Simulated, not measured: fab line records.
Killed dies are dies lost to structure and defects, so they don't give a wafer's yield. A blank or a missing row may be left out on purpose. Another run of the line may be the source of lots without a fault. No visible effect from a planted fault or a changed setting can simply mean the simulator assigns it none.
fab line records | flow sfq_line
record: lots: 6 wafers: 18 last_day: 87
route steps=325 shown I1@77 M2@88 I2@103 M3@118 M8@325
lots that met no fault: from a run of the same line without faults
start_h: hours from the record's first day to the start of the lot's first wafer shown | wait_h: how many hours have passed since the lot's step before this one | " the same as in the row above | L1.1+2: one row covering several wafers at once | - no value present, or no start provided | * or withheld: withheld | < > ~ a bound
route shown NAME@n: names a module that has steps shown in the file, with the first one's number in the route | usual: average and standard deviation across the fault-free wafers | same: alike in all rows | chamber/n: place in a boat | sites: each site's reading | _std_site: standard deviation across them | _edge_site: mean of outer sites minus mean of inner sites | radius_mm: for every site, how far away it sits from the centre of the wafer | mask NAME#n: copy n | behind: tool/chamber where the wafer was last shaped | hold: what put the lot on hold/how long, in hours/how the hold closed | device: transistor that didn't switch, given as n, p or np | end of line: the same wafers' tests at the end of the route | a step without rows: its recipe alone | killed: dies lost to structure and defects at the first sort, not the wafer's yield | map: a wafer's dies, marking killed ones x, the rest . and places with no die _
set.NAME: the setting as run; set.NAME@STEP: as run at that earlier step | model.NAME: the simulator's own value behind a step, which no gauge read
certain route steps with their lots: each step a table, each wafer a row
services: the hour from which a tool's chamber was out of use, counted from the record's first day as start_h (under 0 if before that day), plus the number of hours and why
== steps ==
step: SFQ_TRILAYER_I1_VIA_LITHO_COAT_054
recipe: resist: BARC spin_rpm: 3000 resist_thk_nm: 62
step: SFQ_TRILAYER_I1_VIA_LITHO_COAT_049
recipe: resist: KrF spin_rpm: 3000 resist_thk_nm: 650
step: SFQ_TRILAYER_I1_VIA_LITHO_SOFTBAKE_053
recipe: temp_c: withheld time_s: withheld resist: KrF
step: SFQ_TRILAYER_I1_VIA_LITHO_EXPOSE_050
recipe: mask_id: I1 na: 0.6 source_shape: conventional sigma_outer: 0.65 target_cd_nm: 500 dose_mj: 21.3
step: SFQ_TRILAYER_I1_VIA_LITHO_PEB_052
recipe: peb_temp_c: 115 peb_time_s: 60 resist: KrF
step: SFQ_TRILAYER_I1_VIA_LITHO_DEVELOP_051
recipe: time_s: 60 resist: KrF
step: SFQ_I1_OVL_MEAS_913
usual: I1_OVL: -1/4.5
columns lot.wafer tool chamber start_h wait_h I1_OVL[nm]
L555.4 overlay-02 - 763.57 0.1 3
L555.5 " - " " 0
L555.6 " - " " 4
L557.1 overlay-01 - 770.76 0.1 -2
L557.4 " - " " -4
L557.6 " - " " -6
L565.1 overlay-02 - 877.52 0.1 -8
L565.3 " - " " -2
L565.5 " - " " -1
L566.3 overlay-01 - 885.26 0.1 -2
L566.4 " - " " 4
L566.6 " - " " -3
L570.1 overlay-02 - 914.00 0.1 9
L570.3 " - " " 3
L570.4 " - " " 6
L571.1 overlay-02 - 920.00 0.1 -6
L571.2 " - " " -6
L571.4 " - " " -7
step: SFQ_TRILAYER_I1_VIA_BARC_OPEN_VIA_ETCH_071
recipe: mask_material: PR chemistry: O2 target_depth_nm: 125 target: BARC source_w: 500 bias_w: 80 pressure_mtorr: 30 time_s: 41.7
step: SFQ_TRILAYER_I1_VIA_ETCH_VIA_ETCH_052
recipe: target: SiO2 stop_on: Nb mask_material: PR taper_deg: 20 chemistry: CHF3 target_depth_nm: 260 source_w: 500 bias_w: 80 pressure_mtorr: 30 time_s: withheld
usual: drypump_motor_current_A: 6.1/0.38 oes_product_au: 0.854/0.005
columns lot.wafer tool chamber start_h wait_h drypump_motor_current_A oes_product_au
L555.4 rie_diel-03 3 763.69 0.1 6.2 0.855
L555.5 " 0 " " 6.7 0.858
L555.6 " 2 " " 6.3 0.851
L557.1 rie_diel-03 3 770.83 0.0 6.2 0.862
L557.4 " 2 " " 6.3 0.857
L557.6 " 0 " " 6.8 0.855
L565.1 rie_diel-03 3 877.60 0.0 6.2 0.865
L565.3 " 1 " " 6.1 0.850
L565.5 " 3 " " 6.2 0.853
L566.3 rie_diel-04 0 885.33 0.0 5.8 0.850
L566.4 " 3 " " 5.8 0.852
L566.6 " 3 " " 5.8 0.845
L570.1 rie_diel-03 1 914.08 0.0 6.2 0.864
L570.3 " 2 " " 6.3 0.860
L570.4 " 3 " " 6.2 0.860
L571.1 rie_diel-03 0 920.08 0.0 6.8 0.858
L571.2 " 2 " " 6.3 0.851
L571.4 " 1 " " 6.2 0.854
step: SFQ_TRILAYER_I1_VIA_STRIP_STRIP_053
recipe: gas: O2 power_w: 200 platen_temp_c: 40 overash_fraction: 0.65 chemistry: O2 pressure_mtorr: 50
step: SFQ_TRILAYER_I1_VIA_STRIP_SOLV_CLEAN_054
recipe: chemistry: NMP temp_c: 70 time_s: 600
step: SFQ_TRILAYER_M2_DEP_PRE_CLEAN_056
recipe: gas: Ar time_s: 22.5 bias_v: 250
step: SFQ_TRILAYER_M2_DEP_SPUTTER_055
recipe: material: Nb base_pressure_pa: 1.33e-06 chamber_pressure_pa: 0.1333 substrate_temp_c: 20 resputter_cathode_voltage_v: 400 target_thk_nm: 200 power_w: 2000 time_s: 133.3
usual: cathode_dc_power_W: 2000.0/0.37 throttle_valve_pct: 29.9/0.74
columns lot.wafer tool chamber start_h wait_h cathode_dc_power_W throttle_valve_pct model.Nb_of_TRILAYER_M2_DEP_SPUTTER_055.thk_nm
L555.4 pvd_sputter-04 - 764.55 0.0 1999.7 30.7 198.3
L555.5 " - " " 1264.8 29.0 123.9
L555.6 " - " " 1999.8 29.7 201.7
L557.1 pvd_sputter-04 - 771.75 0.0 1999.4 30.2 201.3
L557.4 " - " " 1264.5 29.0 122
L557.6 " - " " 1999.2 30.7 196.9
L565.1 pvd_sputter-05 - 878.53 0.0 2000.1 29.4 202.3
L565.3 " - " " 1999.8 29.6 198.7
L565.5 " - " " 1999.2 31.6 201.6
L566.3 pvd_sputter-06 - 886.24 0.0 2000.4 28.9 199.8
L566.4 " - " " 2000.2 29.8 199
L566.6 " - " " 1999.4 29.4 198.2
L570.1 pvd_sputter-04 - 915.00 0.0 1999.7 29.0 199.9
L570.3 " - " " 2000.4 30.2 201.6
L570.4 " - " " 1999.3 30.8 200.1
L571.1 pvd_sputter-04 - 921.00 0.0 2000.0 30.1 202.9
L571.2 " - " " 1999.5 28.7 200.7
L571.4 " - " " 2000.0 30.5 201.1
step: SFQ_M2_RS_MEAS_914
recipe: thk_meas_gauge: four-point-probe reads: Nb_of_TRILAYER_M2_DEP_SPUTTER_055
usual: M2_NB_RS: 0.889/0.0098
columns lot.wafer tool chamber start_h wait_h M2_NB_RS[ohm/sq]
L555.4 film_metro-04 - 764.70 0.1 0.897
L555.5 " - " " 1.444
L555.6 " - " " 0.882
L557.1 film_metro-04 - 771.85 0.0 0.882
L557.4 " - " " 1.468
L557.6 " - " " 0.904
L565.1 film_metro-03 - 878.62 0.0 0.880
L565.3 " - " " 0.896
L565.5 " - " " 0.884
L566.3 film_metro-02 - 886.37 0.1 0.892
L566.4 " - " " 0.897
L566.6 " - " " 0.899
L570.1 film_metro-04 - 915.10 0.1 0.889
L570.3 " - " " 0.882
L570.4 " - " " 0.890
L571.1 film_metro-02 - 921.10 0.1 0.878
L571.2 " - " " 0.889
L571.4 " - " " 0.886
step: SFQ_TRILAYER_M2_LITHO_COAT_062
recipe: resist: BARC spin_rpm: 3000 resist_thk_nm: 62
step: SFQ_TRILAYER_M2_LITHO_COAT_057
recipe: resist: KrF spin_rpm: 3000 resist_thk_nm: 600
step: SFQ_TRILAYER_M2_LITHO_SOFTBAKE_061
recipe: temp_c: withheld time_s: withheld resist: KrF
step: SFQ_TRILAYER_M2_LITHO_EXPOSE_058
recipe: mask_id: M2 na: 0.6 source_shape: conventional sigma_outer: 0.65 target_cd_nm: 500 dose_mj: 14.4
step: SFQ_TRILAYER_M2_LITHO_PEB_060
recipe: peb_temp_c: 115 peb_time_s: 60 resist: KrF
step: SFQ_TRILAYER_M2_LITHO_DEVELOP_059
recipe: time_s: 60 resist: KrF
step: SFQ_M2_OVL_MEAS_916
usual: M2_OVL: -2/5.8
columns lot.wafer tool chamber start_h wait_h M2_OVL[nm]
L555.4 overlay-01 - 767.51 0.1 6
L555.5 " - " " -1
L555.6 " - " " 5
L557.1 overlay-01 - 774.28 0.1 1
L557.4 " - " " -5
L557.6 " - " " -4
L565.1 overlay-02 - 998.35 0.1 -9
L565.3 " - " " -2
L565.5 " - " " -3
L566.3 overlay-02 - 1009.16 0.1 -8
L566.4 " - " " -3
L566.6 " - " " 0
L570.1 overlay-01 - 1051.66 0.1 -2
L570.3 " - " " -2
L570.4 " - " " -3
L571.1 overlay-02 - 1055.26 0.1 3
L571.2 " - " " -2
L571.4 " - " " -3
step: SFQ_TRILAYER_M2_BARC_OPEN_METAL_ETCH_077
recipe: mask_material: PR chemistry: O2 target_depth_nm: 125 target: BARC icp_w: 600 bias_w: 80 pressure_mtorr: 10 time_s: 41.7
usual: drypump_motor_current_A: 5.90/0.29 oes_product_au: 0.685/0.0053
columns lot.wafer tool chamber start_h wait_h drypump_motor_current_A oes_product_au rf_hours_counter_h
L555.4 rie_metal-01 0 767.55 0.0 5.65 0.683 -
L555.5 " 0 " " 5.66 0.689 -
L555.6 " 1 " " 5.98 0.690 -
L557.1 rie_metal-03 0 774.32 0.0 5.58 0.678 79
L557.4 " 1 " " 6.13 0.681 -
L557.6 " 1 " " 6.12 0.686 -
L565.1 rie_metal-03 0 998.39 0.0 5.55 0.684 117
L565.3 " 1 " " 6.08 0.685 -
L565.5 " 1 " " 6.07 0.683 -
L566.3 rie_metal-03 1 1009.24 0.1 6.12 0.685 -
L566.4 " 1 " " 6.10 0.691 -
L566.6 " 1 " " 6.10 0.684 -
L570.1 rie_metal-03 1 1051.70 0.0 6.13 0.686 110
L570.3 " 0 " " 5.54 0.691 -
L570.4 " 1 " " 6.13 0.685 -
L571.1 rie_metal-02 1 1055.30 0.0 6.52 0.689 121
L571.2 " 0 " " 5.59 0.682 92
L571.4 " 0 " " 5.57 0.681 -
step: SFQ_TRILAYER_M2_ETCH_METAL_ETCH_060
recipe: target: Nb stop_on: SiO2 mask_material: PR chemistry: Cl2/Ar target_depth_nm: 240 icp_w: 600 bias_w: 80 pressure_mtorr: 10 time_s: 120
usual: drypump_motor_current_A: 5.90/0.29 oes_product_au: 0.895/0.0077
columns lot.wafer tool chamber start_h wait_h drypump_motor_current_A oes_product_au rf_hours_counter_h
L555.4 rie_metal-01 0 767.63 0.1 5.65 0.887 -
L555.5 " 0 " " 5.67 0.697 -
L555.6 " 1 " " 5.98 0.902 -
L557.1 rie_metal-03 0 774.38 0.0 5.57 0.894 79
L557.4 " 1 " " 6.12 0.684 -
L557.6 " 1 " " 6.07 0.891 -
L565.1 rie_metal-03 0 998.45 0.0 5.59 0.894 117
L565.3 " 1 " " 6.13 0.889 -
L565.5 " 1 " " 6.11 0.902 -
L566.3 rie_metal-03 1 1009.46 0.2 6.10 0.895 -
L566.4 " 1 " " 6.17 0.891 -
L566.6 " 1 " " 6.11 0.892 -
L570.1 rie_metal-03 1 1051.76 0.0 6.05 0.900 110
L570.3 " 0 " " 5.58 0.900 -
L570.4 " 1 " " 6.06 0.894 -
L571.1 rie_metal-02 1 1055.36 0.0 6.52 0.900 121
L571.2 " 0 " " 5.57 0.891 92
L571.4 " 0 " " 5.59 0.901 -
step: SFQ_TRILAYER_M2_STRIP_STRIP_061
recipe: gas: O2 power_w: 200 platen_temp_c: 40 overash_fraction: 0.65 chemistry: O2 pressure_mtorr: 50
step: SFQ_TRILAYER_M2_STRIP_SOLV_CLEAN_062
recipe: chemistry: NMP temp_c: 70 time_s: 600
step: SFQ_TRILAYER_I2_DEP_PECVD_063
recipe: material: SiO2 temp_c: 150 time_s: 111.11 pressure_torr: 2.4 rf_w: 183.3 precursor: SiH4/N2O target_thk_nm: 500
step: SFQ_TRILAYER_I2_CMP_CMP_064
recipe: material: SiO2 down_force_psi: 3 platen_rpm: 60 pad_velocity_m_s: 0.94248
step: SFQ_I2_BOW_MEAS_917
recipe: mode: bow
usual: I2_BOW: 2/8
columns lot.wafer tool chamber start_h wait_h I2_BOW[um]
L555.4 film_metro-01 - 815.69 1.1 9
L555.5 " - " " 11
L555.6 " - " " 0
L557.1 film_metro-02 - 823.38 1.5 1
L557.4 " - " " 0
L557.6 " - " " 2
L565.1 film_metro-02 - 1006.09 1.0 -17
L565.3 " - " " -18
L565.5 " - " " -1
L566.3 film_metro-01 - 1018.27 2.5 5
L566.4 " - " " 5
L566.6 " - " " 3
L570.1 film_metro-01 - 1057.23 2.5 3
L570.3 " - " " 1
L570.4 " - " " 2
L571.1 film_metro-03 - 1060.23 2.0 -10
L571.2 " - " " 0
L571.4 " - " " -10
step: SFQ_TRILAYER_I2_METRO_MEASURE_065
usual: thk_nm: 199.9/0.97
columns lot.wafer tool chamber start_h wait_h thk_nm
L555.4 film_metro-01 - 816.35 0.6 200.8
L555.5 " - " " 200.4
L555.6 " - " " 198.5
L557.1 film_metro-02 - 823.50 0.1 201.2
L557.4 " - " " 201.5
L557.6 " - " " 200.4
L565.1 film_metro-02 - 1006.21 0.1 200.7
L565.3 " - " " 200.0
L565.5 " - " " 200.2
L566.3 film_metro-01 - 1018.75 0.5 199.4
L566.4 " - " " 200.1
L566.6 " - " " 200.0
L570.1 film_metro-01 - 1057.35 0.1 201.0
L570.3 " - " " 199.5
L570.4 " - " " 199.8
L571.1 film_metro-03 - 1060.35 0.1 198.7
L571.2 " - " " 198.9
L571.4 " - " " 198.2
step: SFQ_TRILAYER_I2_VIA_LITHO_COAT_072
recipe: resist: BARC spin_rpm: 3000 resist_thk_nm: 62
step: SFQ_TRILAYER_I2_VIA_LITHO_COAT_067
recipe: resist: KrF spin_rpm: 3000 resist_thk_nm: 650
step: SFQ_TRILAYER_I2_VIA_LITHO_SOFTBAKE_071
recipe: temp_c: withheld time_s: withheld resist: KrF
step: SFQ_TRILAYER_I2_VIA_LITHO_EXPOSE_068
recipe: mask_id: I2 na: 0.6 source_shape: conventional sigma_outer: 0.65 target_cd_nm: 500 dose_mj: 21.3
step: SFQ_TRILAYER_I2_VIA_LITHO_PEB_070
recipe: peb_temp_c: 115 peb_time_s: 60 resist: KrF
step: SFQ_TRILAYER_I2_VIA_LITHO_DEVELOP_069
recipe: time_s: 60 resist: KrF
step: SFQ_I2_OVL_MEAS_918
usual: I2_OVL: -3/5.6
columns lot.wafer tool chamber start_h wait_h I2_OVL[nm]
L555.4 overlay-02 - 936.82 0.1 7
L555.5 " - " " 10
L555.6 " - " " 0
L557.1 overlay-02 - 944.00 0.1 -3
L557.4 " - " " -6
L557.6 " - " " -3
L565.1 overlay-01 - 1012.65 0.1 -10
L565.3 " - " " -15
L565.5 " - " " -7
L566.3 overlay-01 - 1025.27 0.1 -10
L566.4 " - " " 0
L566.6 " - " " -4
L570.1 overlay-01 - 1184.75 0.1 -2
L570.3 " - " " 1
L570.4 " - " " -3
L571.1 overlay-02 - 1190.75 0.1 8
L571.2 " - " " 6
L571.4 " - " " 3
step: SFQ_TRILAYER_I2_VIA_BARC_OPEN_VIA_ETCH_096
recipe: mask_material: PR chemistry: O2 target_depth_nm: 125 target: BARC source_w: 500 bias_w: 80 pressure_mtorr: 30 time_s: 41.7
usual: drypump_motor_current_A: 5.9/0.52 oes_product_au: 0.685/0.005
columns lot.wafer tool chamber start_h wait_h drypump_motor_current_A oes_product_au rf_hours_counter_h
L555.4 rie_diel-03 0 936.84 0.0 6.7 0.681 10
L555.5 " 2 " " 6.3 0.686 -
L555.6 " 3 " " 6.2 0.683 -
L557.1 rie_diel-01 3 944.04 0.0 5.4 0.679 10
L557.4 " 1 " " 5.2 0.688 19
L557.6 " 0 " " 5.6 0.680 -
L565.1 rie_diel-01 3 1012.69 0.0 5.4 0.681 11
L565.3 " 1 " " 5.2 0.683 20
L565.5 " 1 " " 5.2 0.686 -
L566.3 rie_diel-01 2 1025.30 0.0 6.4 0.682 14
L566.4 " 3 " " 5.4 0.682 12
L566.6 " 0 " " 5.6 0.686 -
L570.1 rie_diel-03 3 1184.79 0.0 6.2 0.685 10
L570.3 " 1 " " 6.1 0.685 17
L570.4 " 2 " " 6.3 0.680 12
L571.1 rie_diel-02 3 1190.79 0.0 5.1 0.692 1
L571.2 " 1 " " 5.8 0.687 12
L571.4 " 2 " " 6.5 0.686 9
step: SFQ_TRILAYER_I2_VIA_ETCH_VIA_ETCH_070
recipe: target: SiO2 stop_on: Nb mask_material: PR taper_deg: 20 chemistry: CHF3 target_depth_nm: 260 source_w: 500 bias_w: 80 pressure_mtorr: 30 time_s: withheld
step: SFQ_TRILAYER_I2_VIA_STRIP_STRIP_071
recipe: gas: O2 power_w: 200 platen_temp_c: 40 overash_fraction: 0.65 chemistry: O2 pressure_mtorr: 50
usual: drypump_motor_current_A: 5.9/0.38 oes_product_au: 0.998/0.0075
columns lot.wafer tool chamber start_h wait_h drypump_motor_current_A oes_product_au rf_hours_counter_h
L555.4 rie_metal-01 1 937.59 - 6.0 1.003 -
L555.5 " 1 " " 6.0 1.007 -
L555.6 " 1 " " 6.0 1.012 -
L557.1 rie_metal-02 0 944.19 - 5.6 0.999 69
L557.4 " 0 " " 5.6 1.001 -
L557.6 " 1 " " 6.5 1.008 -
L565.1 rie_metal-01 1 1012.84 - 6.0 0.999 24
L565.3 " 1 " " 6.0 0.993 -
L565.5 " 1 " " 6.0 0.991 -
L566.3 rie_metal-04 1 1025.85 - 5.3 1.005 -
L566.4 " 1 " " 5.3 0.994 -
L566.6 " 1 " " 5.4 0.996 -
L570.1 rie_metal-02 1 1184.94 - 6.5 1.006 136
L570.3 " 1 " " 6.5 1.004 -
L570.4 " 0 " " 5.6 0.988 -
L571.1 rie_metal-01 1 1190.94 - 5.9 1.009 59
L571.2 " 0 " " 5.7 1.004 73
L571.4 " 1 " " 5.9 1.004 -
step: SFQ_TRILAYER_I2_VIA_STRIP_SOLV_CLEAN_072
recipe: chemistry: NMP temp_c: 70 time_s: 600
step: SFQ_TRILAYER_M3_DEP_PRE_CLEAN_074
recipe: gas: Ar time_s: 22.5 bias_v: 250
step: SFQ_M8_BOW_MEAS_951
recipe: mode: bow
usual: M8_BOW: 8/10
columns lot.wafer tool chamber start_h wait_h M8_BOW[um] model.etest.m2.ohm_um model.etest.i1.link_ohm model.etest.i2.link_ohm model.etest.m2.ohm_sq
L555.4 film_metro-01 - 1808.43 0.1 4 1.8 1.999 1.958 0.8985
L555.5 " - " " 5 2.885 2.643 2.504 1.438
L555.6 " - " " -5 1.763 1.975 1.951 0.8834
L557.1 film_metro-01 - 1975.20 0.0 6 1.771 1.98 1.94 0.885
L557.4 " - " " 6 2.928 2.66 2.508 1.46
L557.6 " - " " 7 1.813 1.992 1.952 0.9046
L565.1 film_metro-02 - 2012.16 0.0 7 1.759 1.944 1.948 0.8808
L565.3 " - " " 7 1.801 1.961 1.98 0.8966
L565.5 " - " " 24 1.767 1.955 1.95 0.8837
L566.3 film_metro-03 - 2025.40 0.0 6 1.785 1.978 1.958 0.8916
L566.4 " - " " 4 1.794 1.97 1.972 0.8955
L566.6 " - " " 3 1.798 1.982 1.974 0.8989
L570.1 film_metro-01 - 2051.89 0.0 18 1.778 1.986 1.942 0.8913
L570.3 " - " " 18 1.758 1.968 1.947 0.884
L570.4 " - " " 17 1.783 1.98 1.948 0.8905
L571.1 film_metro-02 - 2097.39 0.0 -8 1.76 1.95 1.964 0.8779
L571.2 " - " " 4 1.778 1.969 1.968 0.8879
L571.4 " - " " -8 1.766 1.968 1.971 0.8859
== services ==
columns tool chamber start_h hours kind
rie_diel-03 2 751.92 6.3 repair
rie_metal-01 - 752.54 0.2 repair
rie_metal-01 1 758.46 3.1 repair
rie_diel-03 1 758.67 39.7 repair
rie_metal-02 - 812.13 2.8 pm
rie_diel-03 1 820.21 6.2 repair
rie_diel-03 1 828.30 8.6 repair
rie_diel-03 3 828.56 5.2 repair
rie_diel-03 0 863.50 4.7 repair
rie_diel-03 2 884.29 9.3 repair
rie_metal-01 - 885.37 2.8 pm
rie_metal-02 - 891.60 14.6 pm
rie_diel-03 0 909.68 5.5 repair
rie_metal-02 0 930.69 5.6 repair
rie_metal-01 0 931.22 189.0 repair
rie_diel-03 2 953.57 8.0 repair
rie_metal-03 - 994.66 2.8 pm
rie_metal-03 0 1009.15 10.0 repair
rie_diel-03 1 1093.44 9.4 repair
rie_diel-03 2 1099.45 12.7 repair
rie_diel-03 1 1109.36 4.6 repair
rie_diel-03 - 1122.36 2.8 pm
rie_diel-03 - 1143.83 4.0 pm
rie_diel-03 2 1149.15 6.2 repair
== key ==
first_sign: step: SFQ_TRILAYER_M2_DEP_SPUTTER_055 reading: cathode_dc_power_W direction: down sigmas: 99+ usual: 2000.0 struck: 1264.6
effect: step: SFQ_M2_RS_MEAS_914 reading: M2_NB_RS direction: up sigmas: 58 usual: 0.889 struck: 1.456
effect: step: SFQ_TRILAYER_M2_ETCH_METAL_ETCH_060 reading: oes_product_au direction: down sigmas: 27 usual: 0.895 struck: 0.691
model_effect: step: SFQ_TRILAYER_M2_DEP_SPUTTER_055 value: Nb_of_TRILAYER_M2_DEP_SPUTTER_055.thk_nm without: 196.5 struck: 122.9
model_effect: step: SFQ_M8_BOW_MEAS_951 value: etest.m2.ohm_um without: 1.819 struck: 2.906
met_at SFQ_TRILAYER_M2_DEP_SPUTTER_055
struck_wafers L555.5,L557.4
fault: kind: process_parameter_drift tool: pvd_sputter-04 chamber: - onset_h: 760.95 steps: SFQ_TRILAYER_M2_DEP_SPUTTER_055 channel: power_w offset: -735.35 shape: step end_h: 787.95 acts_in: these_recipes_only stated: 2000 scope: struck_wafers_only
